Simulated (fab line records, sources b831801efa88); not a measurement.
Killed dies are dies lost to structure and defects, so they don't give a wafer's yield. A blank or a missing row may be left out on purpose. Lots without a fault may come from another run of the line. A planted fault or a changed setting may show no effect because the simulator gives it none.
fab line records | flow sky130
record lots=14 wafers=42 last_day=50
route steps=708 shown NWELL@81 VT_ADJUST_HVTP@88 VT_ADJUST_LVTN@104 PAD_OPEN@708
lots that met no fault: from a run of the same line without faults
start_h: hours from the record's first day to the start of the lot's first wafer shown | wait_h: hours since the lot's step before | " the same as in the row above | L1.1+2: a row that stands for several wafers | - no value, or no start given | * or withheld: withheld | < > ~ a bound
route shown NAME@n: a module of which the file shows steps, and the number in the route of the first | usual: mean/standard deviation of fault-free wafers | same: alike in all rows | chamber/n: place in a boat | sites: the reading at each site | _std_site: their standard deviation | _edge_site: outer sites' mean less inner sites' | radius_mm: how far each site lies from the wafer's centre | mask NAME#n: copy n | behind: the tool/chamber that last shaped the wafer | hold: why the lot was held/for how many hours/how that ended | device: the transistor (n, p or np) that didn't switch | end of line: the same wafers' tests at the end of the route | a step without rows: its recipe alone | killed: dies lost to structure and defects at the first sort, not the wafer's yield | map: a wafer's dies, x killed, . not, _ none there
set.NAME: the setting as run; set.NAME@STEP: as run at that earlier step | model.NAME: the simulator's own value behind a step, which no gauge read
steps of the route over a sample of lots; a table a step, a row a wafer
services: from which hour (start_h, from the record's first day; less than 0 if before it) a tool's chamber was out of use, for how many hours, and why
## steps
# step SKY_NWELL_RTA_28
# recipe temp_c=1050 time_s=30 idle_temp_c=650 ramp_up_c_per_s=150 ramp_down_c_per_s=90 ambient=N2
# usual lamp_power_pct=25.30/0.05 ramp_up_c_per_s=150.00/0.026 wafer_temp_C_max=1054.9/1
# columns lot.wafer tool chamber start_h wait_h lamp_power_pct ramp_up_c_per_s wafer_temp_C_max
L766.1 rtp_anneal-02 0 117.82 0.0 25.34 150.02 1053.6
L766.2 " 0 " " 25.33 150.03 1054.4
L766.4 " 0 " " 25.34 149.99 1055.8
L767.3 rtp_anneal-02 0 122.64 0.0 25.30 149.95 1055.0
L767.4 " 0 " " 25.30 149.98 1054.7
L767.5 " 0 " " 25.30 149.97 1055.1
L769.1 rtp_anneal-02 0 131.60 0.0 25.38 149.92 1054.0
L769.4 " 0 " " 25.32 149.98 1054.4
L769.5 " 0 " " 25.31 150.03 1055.4
L770.2 rtp_anneal-01 0 132.72 0.0 25.34 150.01 1054.7
L770.3 " 0 " " 25.26 150.03 1053.6
L770.4 " 0 " " 25.32 150.01 1054.7
L771.3 rtp_anneal-02 0 144.13 0.0 25.27 149.99 1053.8
L771.4 " 0 " " 25.30 149.98 1055.5
L771.5 " 0 " " 25.20 149.98 1055.5
L772.1 rtp_anneal-01 0 145.70 0.0 25.31 149.95 1055.2
L772.4 " 0 " " 25.30 150.05 1056.9
L772.5 " 0 " " 25.22 149.97 1056.1
L774.2 rtp_anneal-02 0 154.44 0.0 25.28 149.99 1053.1
L774.4 " 0 " " 25.29 150.01 1054.3
L774.6 " 0 " " 25.33 150.03 1053.7
L778.3 rtp_anneal-01 0 177.79 0.0 25.33 149.98 1053.4
L778.4 " 0 " " 25.29 150.00 1054.8
L778.5 " 0 " " 25.32 149.94 1055.2
L779.2 rtp_anneal-01 0 187.48 0.0 25.35 149.97 1054.1
L779.3 " 0 " " 25.25 150.00 1053.6
L779.5 " 0 " " 25.24 149.99 1055.0
L782.2 rtp_anneal-02 0 199.57 0.0 25.36 150.02 1055.7
L782.4 " 0 " " 25.35 149.98 1057.0
L782.5 " 0 " " 25.27 149.99 1055.1
L785.2 rtp_anneal-01 0 219.16 0.0 25.33 150.03 1056.1
L785.3 " 0 " " 25.25 149.95 1054.4
L785.4 " 0 " " 25.40 150.00 1057.3
L786.2 rtp_anneal-02 0 223.38 0.0 25.29 149.99 1054.6
L786.5 " 0 " " 25.31 150.04 1055.9
L786.6 " 0 " " 25.44 150.04 1056.0
L787.1 rtp_anneal-01 0 229.39 0.0 25.35 149.98 1054.7
L787.3 " 0 " " 25.32 150.02 1055.2
L787.4 " 0 " " 25.30 149.99 1054.4
L789.1 rtp_anneal-01 0 248.86 0.0 25.26 150.01 1054.6
L789.3 " 0 " " 25.29 150.05 1055.5
L789.4 " 0 " " 25.32 150.01 1053.8
# step SKY_VT_ADJUST_HVTP_SOFTBAKE_03
# recipe temp_c=90 time_s=60 resist=NOVOLAK
# usual run_length_s=89.13/0.19
# columns lot.wafer tool chamber start_h wait_h run_length_s
L766.1 litho_track-02 0 127.78 0.1 88.93
L766.2 " 0 " " 89.16
L766.4 " 0 " " 88.91
L767.3 litho_track-01 0 131.85 0.1 89.06
L767.4 " 0 " " 89.06
L767.5 " 0 " " 89.00
L769.1 litho_track-01 0 141.75 0.1 89.09
L769.4 " 0 " " 88.93
L769.5 " 0 " " 89.21
L770.2 litho_track-04 0 143.49 0.1 89.58
L770.3 " 0 " " 89.70
L770.4 " 0 " " 89.28
L771.3 litho_track-01 0 154.30 0.1 89.03
L771.4 " 0 " " 88.99
L771.5 " 0 " " 88.98
L772.1 litho_track-04 0 155.12 0.1 89.39
L772.4 " 0 " " 89.40
L772.5 " 0 " " 89.35
L774.2 litho_track-01 0 164.68 0.1 89.01
L774.4 " 0 " " 89.02
L774.6 " 0 " " 89.12
L778.3 litho_track-02 0 188.88 0.1 88.87
L778.4 " 0 " " 88.94
L778.5 " 0 " " 113.56
L779.2 litho_track-02 0 198.35 0.1 113.55
L779.3 " 0 " " 88.84
L779.5 " 0 " " 113.57
L782.2 litho_track-04 0 210.84 0.1 89.44
L782.4 " 0 " " 89.39
L782.5 " 0 " " 89.36
L785.2 litho_track-04 0 231.19 0.1 89.37
L785.3 " 0 " " 89.26
L785.4 " 0 " " 89.60
L786.2 litho_track-01 0 235.63 0.1 89.16
L786.5 " 0 " " 88.92
L786.6 " 0 " " 89.36
L787.1 litho_track-01 0 241.15 0.1 89.21
L787.3 " 0 " " 88.98
L787.4 " 0 " " 89.09
L789.1 litho_track-04 0 261.52 0.1 89.25
L789.3 " 0 " " 89.25
L789.4 " 0 " " 89.32
# step SKY_VT_ADJUST_HVTP_OVL_MEAS_08
# usual VT_ADJUST_HVTP_OVL=0.7/1.8
# columns lot.wafer tool chamber start_h wait_h VT_ADJUST_HVTP_OVL[nm]
L766.1 overlay-01 - 137.29 0.1 -0.8
L766.2 " - " " 0.3
L766.4 " - " " -0.7
L767.3 overlay-02 - 142.01 0.1 1.2
L767.4 " - " " 1.5
L767.5 " - " " 1.7
L769.1 overlay-01 - 151.87 0.1 1.6
L769.4 " - " " 0.5
L769.5 " - " " -1.4
L770.2 overlay-02 - 153.34 0.1 2.5
L770.3 " - " " 2.1
L770.4 " - " " 2.5
L771.3 overlay-02 - 164.40 0.1 1.6
L771.4 " - " " 1.0
L771.5 " - " " 2.2
L772.1 overlay-02 - 164.95 0.1 -1.5
L772.4 " - " " -1.9
L772.5 " - " " -1.9
L774.2 overlay-01 - 174.59 0.1 -0.8
L774.4 " - " " -0.2
L774.6 " - " " -0.5
L778.3 overlay-02 - 199.65 0.1 -0.5
L778.4 " - " " 0.8
L778.5 " - " " -0.6
L779.2 overlay-01 - 209.48 0.1 2.5
L779.3 " - " " 2.5
L779.5 " - " " 2.6
L782.2 overlay-02 - 221.36 0.1 0.3
L782.4 " - " " 2.8
L782.5 " - " " 1.4
L785.2 overlay-02 - 243.04 0.1 1.0
L785.3 " - " " 1.6
L785.4 " - " " -0.8
L786.2 overlay-01 - 246.75 0.1 2.6
L786.5 " - " " 3.9
L786.6 " - " " 4.7
L787.1 overlay-02 - 253.80 0.1 -1.7
L787.3 " - " " -0.4
L787.4 " - " " -0.1
L789.1 overlay-02 - 272.60 0.1 -2.2
L789.3 " - " " -0.1
L789.4 " - " " 1.3
# step SKY_VT_ADJUST_LVTN_OVL_MEAS_07
# usual VT_ADJUST_LVTN_OVL=0.0/1.3
# columns lot.wafer tool chamber start_h wait_h VT_ADJUST_LVTN_OVL[nm]
L766.1 overlay-01 - 156.18 - 1.6
L766.2 " - " " 0.2
L766.4 " - " " 0.4
L767.3 overlay-01 - 161.51 - 1.1
L767.4 " - " " -2.3
L767.5 " - " " -1.4
L769.1 overlay-02 - 172.13 - -0.7
L769.4 " - " " -1.1
L769.5 " - " " 0.2
L770.2 overlay-02 - 173.44 - -0.8
L770.3 " - " " 0.1
L770.4 " - " " -1.3
L771.3 overlay-02 - 184.36 - 1.7
L771.4 " - " " 0.0
L771.5 " - " " -0.9
L772.1 overlay-02 - 185.18 - -1.2
L772.4 " - " " 0.0
L772.5 " - " " -1.5
L774.2 overlay-02 - 195.96 - 0.0
L774.4 " - " " -0.3
L774.6 " - " " -0.9
L778.3 overlay-01 - 221.59 - -2.5
L778.4 " - " " -1.9
L778.5 " - " " -2.5
L779.2 overlay-02 - 232.39 - 1.3
L779.3 " - " " -1.1
L779.5 " - " " 0.6
L782.2 overlay-02 - 244.11 - 0.6
L782.4 " - " " 0.3
L782.5 " - " " 0.1
L785.2 overlay-01 - 267.61 - -1.0
L785.3 " - " " 0.0
L785.4 " - " " -0.5
L786.2 overlay-02 - 270.68 - 1.9
L786.5 " - " " 1.6
L786.6 " - " " 1.6
L787.1 overlay-02 - 278.10 - 0.4
L787.3 " - " " 1.0
L787.4 " - " " 2.1
L789.1 overlay-02 - 298.40 - -0.1
L789.3 " - " " 0.2
L789.4 " - " " -0.3
# step SKY_PAD_OPEN_PROBE_99
# usual killed_at_M0_to_M3=43/7.1 killed_at_M4_up=3.3/2 killed_at_contacts=24/5.1 killed_at_front_end=15/4.6 killed_at_other=0.3/0.6 killed_dies=86/9.6 killed_open=46/7.3 killed_short=39/6.7
# same gross_dies=492 killed_at_back_side=0
# columns lot.wafer tool chamber start_h wait_h killed_at_M0_to_M3 killed_at_M4_up killed_at_contacts killed_at_front_end killed_at_other killed_dies killed_open killed_short
L766.1 prober-01 - 1094.18 0.1 39 6 20 18 0 83 50 33
L766.2 prober-01 - 1094.23 0.1 44 1 29 22 0 96 51 45
L766.4 prober-01 - 1094.33 0.2 40 7 28 14 1 90 47 43
L767.3 prober-01 - 1099.24 0.2 53 2 26 14 0 95 52 43
L767.4 prober-01 - 1099.29 0.2 45 0 24 17 0 86 43 43
L767.5 prober-01 - 1099.34 0.2 39 5 36 16 0 96 56 39
L769.1 prober-02 - 1108.32 0.1 49 4 22 10 0 85 45 40
L769.4 prober-02 - 1108.47 0.2 47 0 19 12 0 78 44 34
L769.5 prober-02 - 1108.52 0.2 53 3 21 15 0 92 44 48
L770.2 prober-01 - 1110.78 0.1 60 2 30 11 0 103 62 41
L770.3 prober-01 - 1110.83 0.2 37 3 20 17 0 77 37 40
L770.4 prober-01 - 1110.88 0.2 39 6 26 15 0 86 39 47
L771.3 prober-02 - 1115.15 0.2 47 5 26 12 0 90 44 46
L771.4 prober-02 - 1115.20 0.2 50 3 15 20 0 88 50 38
L771.5 prober-02 - 1115.25 0.2 41 2 28 12 0 83 50 33
L772.1 prober-01 - 1119.67 0.1 41 2 19 19 1 82 50 29
L772.4 prober-01 - 1119.82 0.2 38 3 20 21 0 82 42 40
L772.5 prober-01 - 1119.87 0.2 38 3 25 20 0 86 39 45
L774.2 prober-01 - 1136.45 0.1 36 3 26 10 1 76 48 28
L774.4 prober-01 - 1136.55 0.2 37 5 22 19 0 83 48 35
L774.6 prober-01 - 1136.65 0.2 30 5 26 16 0 77 44 33
L778.3 prober-01 - 1153.81 0.2 54 3 31 12 0 100 57 43
L778.4 prober-01 - 1153.86 0.2 59 3 22 14 0 98 51 47
L778.5 prober-01 - 1153.91 0.2 54 3 19 17 0 93 44 49
L779.2 prober-02 - 1160.48 0.1 39 1 20 19 0 79 43 35
L779.3 prober-02 - 1160.53 0.2 46 5 16 14 1 82 47 35
L779.5 prober-02 - 1160.63 0.2 45 6 15 17 1 84 36 47
L782.2 prober-01 - 1168.63 0.1 46 5 19 19 0 89 50 38
L782.4 prober-01 - 1168.73 0.2 45 8 18 16 0 87 39 47
L782.5 prober-01 - 1168.78 0.2 40 8 21 24 1 94 50 43
L785.2 prober-02 - 1182.93 0.1 63 3 26 17 1 110 62 47
L785.3 prober-02 - 1182.98 0.2 44 5 23 19 1 92 44 47
L785.4 prober-02 - 1183.03 0.2 55 4 19 23 0 101 54 45
L786.2 prober-01 - 1186.89 0.1 45 2 27 22 0 96 52 44
L786.5 prober-01 - 1187.04 0.2 39 3 15 19 0 76 37 39
L786.6 prober-01 - 1187.09 0.2 31 3 20 16 0 70 34 35
L787.1 prober-02 - 1193.93 0.1 43 2 18 11 4 78 45 31
L787.3 prober-02 - 1194.03 0.2 63 3 31 14 0 111 54 57
L787.4 prober-02 - 1194.08 0.2 35 3 15 13 0 66 33 33
L789.1 prober-02 - 1202.65 0.1 44 3 20 20 1 88 53 35
L789.3 prober-02 - 1202.75 0.2 32 2 20 12 0 66 37 29
L789.4 prober-02 - 1202.80 0.2 27 4 26 14 0 71 33 38
# killed by level:class
L766.1 VIA2:geometric_particle:open=11 LI_CONTACT:geometric_particle:open=8 CONTACT:geometric_particle:open=6 VIA3:geometric_particle:open=6 FIELD_ISO:geometric_particle:short=4 POLY_GATE:geometric_particle:open=4 METAL1:geometric_particle:short=4 VIA1:geometric_particle:open=4
L766.2 CONTACT:geometric_particle:open=11 LI_CONTACT:geometric_particle:open=9 METAL1:geometric_particle:short=8 VIA1:geometric_particle:open=8 VIA2:geometric_particle:open=7 METAL2:geometric_particle:short=6 FIELD_ISO:geometric_particle:short=5 VIA2:geometric_particle:short=5
L766.4 CONTACT:geometric_particle:open=11 VIA3:geometric_particle:open=9 VIA1:geometric_particle:open=8 METAL4:geometric_particle:short=6 METAL2:geometric_particle:short=5 CONTACT:geometric_particle:short=5 POLY_GATE:geometric_particle:short=5 LOCAL_INTERCONNECT:geometric_particle:short=5
L767.3 VIA1:geometric_particle:open=13 LI_CONTACT:geometric_particle:open=11 METAL2:geometric_particle:short=8 CONTACT:geometric_particle:open=7 POLY_GATE:geometric_particle:short=6 VIA2:geometric_particle:open=5 METAL1:geometric_particle:short=5 POLY_GATE:geometric_particle:open=4
L767.4 METAL2:geometric_particle:short=10 VIA3:geometric_particle:open=10 CONTACT:geometric_particle:open=7 LOCAL_INTERCONNECT:geometric_particle:short=7 VIA1:geometric_particle:open=6 VIA2:geometric_particle:open=5 POLY_GATE:geometric_particle:short=4 LI_CONTACT:geometric_particle:open=4
L767.5 CONTACT:geometric_particle:open=14 VIA2:geometric_particle:open=11 LI_CONTACT:geometric_particle:open=7 LOCAL_INTERCONNECT:geometric_particle:short=6 CONTACT:geometric_particle:short=6 METAL1:geometric_particle:short=6 VIA1:geometric_particle:open=5 VIA3:geometric_particle:open=5
L769.1 VIA1:geometric_particle:open=10 CONTACT:geometric_particle:open=9 VIA2:geometric_particle:open=8 METAL1:geometric_particle:short=7 CONTACT:geometric_particle:short=6 LI_CONTACT:geometric_particle:open=5 VIA1:geometric_particle:short=5 METAL3:geometric_particle:short=4
L769.4 VIA1:geometric_particle:open=12 LI_CONTACT:geometric_particle:open=9 METAL1:geometric_particle:short=7 VIA1:geometric_particle:short=6 VIA2:geometric_particle:open=6 LOCAL_INTERCONNECT:geometric_particle:short=5 METAL2:geometric_particle:short=5 VIA3:geometric_particle:open=4
L769.5 VIA2:geometric_particle:open=11 METAL2:geometric_particle:short=9 CONTACT:geometric_particle:open=8 LI_CONTACT:geometric_particle:open=7 VIA1:geometric_particle:short=7 METAL1:geometric_particle:short=6 VIA1:geometric_particle:open=6 FIELD_ISO:geometric_particle:short=5
L770.2 VIA1:geometric_particle:open=18 LI_CONTACT:geometric_particle:open=8 CONTACT:geometric_particle:short=7 CONTACT:geometric_particle:open=7 VIA2:geometric_particle:open=7 VIA3:geometric_particle:open=7 VIA1:geometric_particle:short=6 VIA3:geometric_particle:short=6
L770.3 METAL1:geometric_particle:short=7 CONTACT:geometric_particle:open=6 POLY_GATE:geometric_particle:short=5 VIA1:geometric_particle:open=5 VIA2:geometric_particle:open=5 FIELD_ISO:geometric_particle:short=4 POLY_GATE:geometric_particle:open=4 LI_CONTACT:geometric_particle:short=4
L770.4 VIA1:geometric_particle:short=10 CONTACT:geometric_particle:open=9 LOCAL_INTERCONNECT:geometric_particle:short=7 VIA1:geometric_particle:open=6 LI_CONTACT:geometric_particle:open=5 VIA3:geometric_particle:open=5 METAL4:geometric_particle:short=5 VIA2:geometric_particle:open=5
L771.3 CONTACT:geometric_particle:open=11 METAL1:geometric_particle:short=8 VIA2:geometric_particle:open=7 METAL2:geometric_particle:short=7 POLY_GATE:geometric_particle:short=5 LI_CONTACT:geometric_particle:open=5 LOCAL_INTERCONNECT:geometric_particle:short=5 VIA1:geometric_particle:short=5
L771.4 VIA1:geometric_particle:open=16 FIELD_ISO:geometric_particle:open=6 VIA2:geometric_particle:open=6 CONTACT:geometric_particle:open=6 METAL2:geometric_particle:short=6 POLY_GATE:geometric_particle:short=5 VIA1:geometric_particle:short=5 VIA3:geometric_particle:open=5
L771.5 VIA1:geometric_particle:open=9 LI_CONTACT:geometric_particle:open=7 VIA2:geometric_particle:open=7 CONTACT:geometric_particle:open=7 CONTACT:geometric_particle:short=6 VIA3:geometric_particle:open=6 METAL1:geometric_particle:short=5 POLY_GATE:geometric_particle:short=4
L772.1 VIA1:geometric_particle:open=11 CONTACT:geometric_particle:open=10 VIA3:geometric_particle:open=9 VIA2:geometric_particle:open=5 VIA1:geometric_particle:short=4 VIA3:geometric_particle:short=4 FIELD_ISO:geometric_particle:short=3 SPACER:geometric_particle:short=3
L772.4 CONTACT:geometric_particle:open=11 VIA1:geometric_particle:open=11 FIELD_ISO:geometric_particle:short=8 METAL1:geometric_particle:short=7 POLY_GATE:geometric_particle:open=5 VIA1:geometric_particle:short=5 POLY_GATE:geometric_particle:short=4 METAL2:geometric_particle:short=4
L772.5 CONTACT:geometric_particle:short=10 VIA1:geometric_particle:open=10 METAL2:geometric_particle:short=8 LI_CONTACT:geometric_particle:open=6 VIA1:geometric_particle:short=5 CONTACT:geometric_particle:open=5 FIELD_ISO:geometric_particle:short=4 FIELD_ISO:geometric_particle:open=4
L774.2 CONTACT:geometric_particle:open=13 VIA1:geometric_particle:open=11 VIA3:geometric_particle:open=8 METAL1:geometric_particle:short=6 LI_CONTACT:geometric_particle:open=4 VIA2:geometric_particle:short=4 CONTACT:geometric_particle:short=4 FIELD_ISO:geometric_particle:open=3
L774.4 CONTACT:geometric_particle:open=9 VIA1:geometric_particle:open=8 LI_CONTACT:geometric_particle:open=7 FIELD_ISO:geometric_particle:short=6 VIA3:geometric_particle:open=6 FIELD_ISO:geometric_particle:open=5 CONTACT:geometric_particle:short=5 METAL1:geometric_particle:short=5
L774.6 CONTACT:geometric_particle:open=11 LI_CONTACT:geometric_particle:open=6 METAL2:geometric_particle:short=6 VIA1:geometric_particle:short=6 FIELD_ISO:geometric_particle:open=5 POLY_GATE:geometric_particle:short=4 CONTACT:geometric_particle:short=4 VIA3:geometric_particle:open=4
L778.3 LI_CONTACT:geometric_particle:open=15 VIA1:geometric_particle:open=12 VIA2:geometric_particle:open=9 METAL2:geometric_particle:short=8 VIA3:geometric_particle:open=8 METAL1:geometric_particle:short=6 FIELD_ISO:geometric_particle:short=5 CONTACT:geometric_particle:open=5
L778.4 METAL2:geometric_particle:short=10 VIA3:geometric_particle:open=10 VIA1:geometric_particle:open=9 VIA2:geometric_particle:open=8 FIELD_ISO:geometric_particle:open=6 CONTACT:geometric_particle:open=6 LI_CONTACT:geometric_particle:open=6 METAL1:geometric_particle:short=5
L778.5 VIA1:geometric_particle:open=13 VIA1:geometric_particle:short=8 CONTACT:geometric_particle:open=7 FIELD_ISO:geometric_particle:short=6 METAL1:geometric_particle:short=6 METAL3:geometric_particle:short=6 VIA3:geometric_particle:open=6 VIA2:geometric_particle:open=5
L779.2 CONTACT:geometric_particle:open=12 VIA2:geometric_particle:open=6 VIA3:geometric_particle:open=6 METAL1:geometric_particle:short=5 METAL2:geometric_particle:short=5 POLY_GATE:geometric_particle:short=4 POLY_CUT:geometric_particle:short=4 LI_CONTACT:geometric_particle:open=4
L779.3 VIA1:geometric_particle:open=15 CONTACT:geometric_particle:open=8 METAL2:geometric_particle:short=6 FIELD_ISO:geometric_particle:open=5 VIA3:geometric_particle:open=5 LI_CONTACT:geometric_particle:open=4 VIA1:geometric_particle:short=4 METAL3:geometric_particle:short=4
L779.5 VIA1:geometric_particle:open=15 FIELD_ISO:geometric_particle:short=8 VIA1:geometric_particle:short=6 METAL2:geometric_particle:short=6 METAL4:geometric_particle:short=5 LI_CONTACT:geometric_particle:open=5 CONTACT:geometric_particle:open=5 METAL1:geometric_particle:short=5
L782.2 VIA1:geometric_particle:open=19 CONTACT:geometric_particle:open=7 METAL2:geometric_particle:short=6 POLY_GATE:geometric_particle:open=5 CONTACT:geometric_particle:short=5 FIELD_ISO:geometric_particle:short=4 FIELD_ISO:geometric_particle:open=4 POLY_GATE:geometric_particle:short=4
L782.4 METAL2:geometric_particle:short=8 VIA1:geometric_particle:open=7 CONTACT:geometric_particle:open=7 LI_CONTACT:geometric_particle:open=6 METAL4:geometric_particle:short=6 POLY_GATE:geometric_particle:open=5 VIA1:geometric_particle:short=5 VIA3:geometric_particle:short=5
L782.5 VIA1:geometric_particle:open=11 VIA2:geometric_particle:open=9 POLY_GATE:geometric_particle:short=7 CONTACT:geometric_particle:open=7 FIELD_ISO:geometric_particle:short=5 FIELD_ISO:geometric_particle:open=5 LI_CONTACT:geometric_particle:open=5 METAL4:geometric_particle:short=5
L785.2 VIA2:geometric_particle:open=15 METAL1:geometric_particle:short=11 LI_CONTACT:geometric_particle:open=10 VIA3:geometric_particle:open=7 CONTACT:geometric_particle:open=7 VIA2:geometric_particle:short=6 VIA1:geometric_particle:open=5 VIA1:geometric_particle:short=5
L785.3 CONTACT:geometric_particle:open=13 VIA1:geometric_particle:open=11 METAL2:geometric_particle:short=9 FIELD_ISO:geometric_particle:short=7 VIA2:geometric_particle:open=5 LI_CONTACT:geometric_particle:open=4 METAL2:geometric_particle:open=4 METAL1:geometric_particle:short=4
L785.4 VIA1:geometric_particle:open=16 VIA1:geometric_particle:short=9 VIA2:geometric_particle:open=6 CONTACT:geometric_particle:short=5 POLY_GATE:geometric_particle:open=5 METAL1:geometric_particle:short=5 METAL2:geometric_particle:short=5 VIA3:geometric_particle:open=5
L786.2 VIA1:geometric_particle:open=13 FIELD_ISO:geometric_particle:open=7 POLY_GATE:geometric_particle:short=7 CONTACT:geometric_particle:open=7 CONTACT:geometric_particle:short=7 METAL2:geometric_particle:short=6 VIA2:geometric_particle:open=6 LI_CONTACT:geometric_particle:open=5
L786.5 CONTACT:geometric_particle:open=8 POLY_GATE:geometric_particle:open=7 VIA1:geometric_particle:open=7 VIA1:geometric_particle:short=6 VIA3:geometric_particle:open=5 VIA2:geometric_particle:short=4 METAL1:geometric_particle:short=4 METAL2:geometric_particle:short=4
L786.6 CONTACT:geometric_particle:open=10 METAL1:geometric_particle:short=7 VIA1:geometric_particle:open=7 VIA1:geometric_particle:short=5 FIELD_ISO:geometric_particle:short=4 POLY_GATE:geometric_particle:short=4 LI_CONTACT:geometric_particle:open=4 LI_CONTACT:geometric_particle:short=3
L787.1 VIA1:geometric_particle:open=10 CONTACT:geometric_particle:open=7 METAL2:geometric_particle:short=7 LI_CONTACT:geometric_particle:open=6 VIA3:geometric_particle:open=6 VIA1:geometric_particle:short=5 VIA2:geometric_particle:open=5 FIELD_ISO:geometric_particle:open=3
L787.3 VIA3:geometric_particle:open=12 VIA1:geometric_particle:open=10 METAL2:geometric_particle:short=10 VIA2:geometric_particle:open=8 LI_CONTACT:geometric_particle:short=7 CONTACT:geometric_particle:open=7 VIA3:geometric_particle:short=6 LI_CONTACT:geometric_particle:open=6
L787.4 VIA1:geometric_particle:open=8 VIA2:geometric_particle:open=6 POLY_GATE:geometric_particle:short=4 LOCAL_INTERCONNECT:geometric_particle:short=4 CONTACT:geometric_particle:open=4 VIA1:geometric_particle:short=4 VIA2:geometric_particle:short=4 FIELD_ISO:geometric_particle:short=3
L789.1 VIA1:geometric_particle:open=9 CONTACT:geometric_particle:open=7 VIA3:geometric_particle:open=7 FIELD_ISO:geometric_particle:short=6 FIELD_ISO:geometric_particle:open=5 METAL1:geometric_particle:open=5 METAL2:geometric_particle:short=5 VIA2:geometric_particle:open=5
L789.3 CONTACT:geometric_particle:open=11 METAL1:geometric_particle:short=7 VIA1:geometric_particle:open=6 POLY_GATE:geometric_particle:open=5 VIA2:geometric_particle:open=5 VIA3:geometric_particle:short=5 VIA3:geometric_particle:open=4 FIELD_ISO:geometric_particle:short=3
L789.4 LI_CONTACT:geometric_particle:open=9 CONTACT:geometric_particle:short=7 VIA3:geometric_particle:open=7 CONTACT:geometric_particle:open=6 FIELD_ISO:geometric_particle:short=5 METAL1:geometric_particle:short=5 METAL1:geometric_particle:open=4 VIA2:geometric_particle:open=3
## services
# columns tool chamber start_h hours kind
rtp_anneal-02 - 158.43 1.5 pm
litho_track-04 - 211.55 - consumable_replace:filter
## key
first_sign step=SKY_VT_ADJUST_HVTP_SOFTBAKE_03 reading=run_length_s direction=up sigmas=99+ usual=* struck=*
effect none on later readings
met_at SKY_VT_ADJUST_HVTP_SOFTBAKE_03
struck_lots L778,L779
struck_wafers L778.5,L779.2,L779.5
tester_left_out L778,L779
not_acting_at SKY_NWELL_RTA_28,SKY_VT_ADJUST_HVTP_OVL_MEAS_08,SKY_VT_ADJUST_LVTN_OVL_MEAS_07
onset_between 127.78 188.88
fault kind=process_parameter_drift tool=litho_track-02 chamber=- onset_h=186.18 steps=SKY_VT_ADJUST_HVTP_SOFTBAKE_03 channel=time_s offset=* shape=step end_h=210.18 scope=struck_wafers_only acts_in=* stated=*
# tester_left_out: of these lots the tester's yield and bins aren't shown, on N5 and GAA mostly nor the transistor test; their killed dies are dies lost to structure and defects alone, not to doping, threshold or leakage, so they don't give the yield
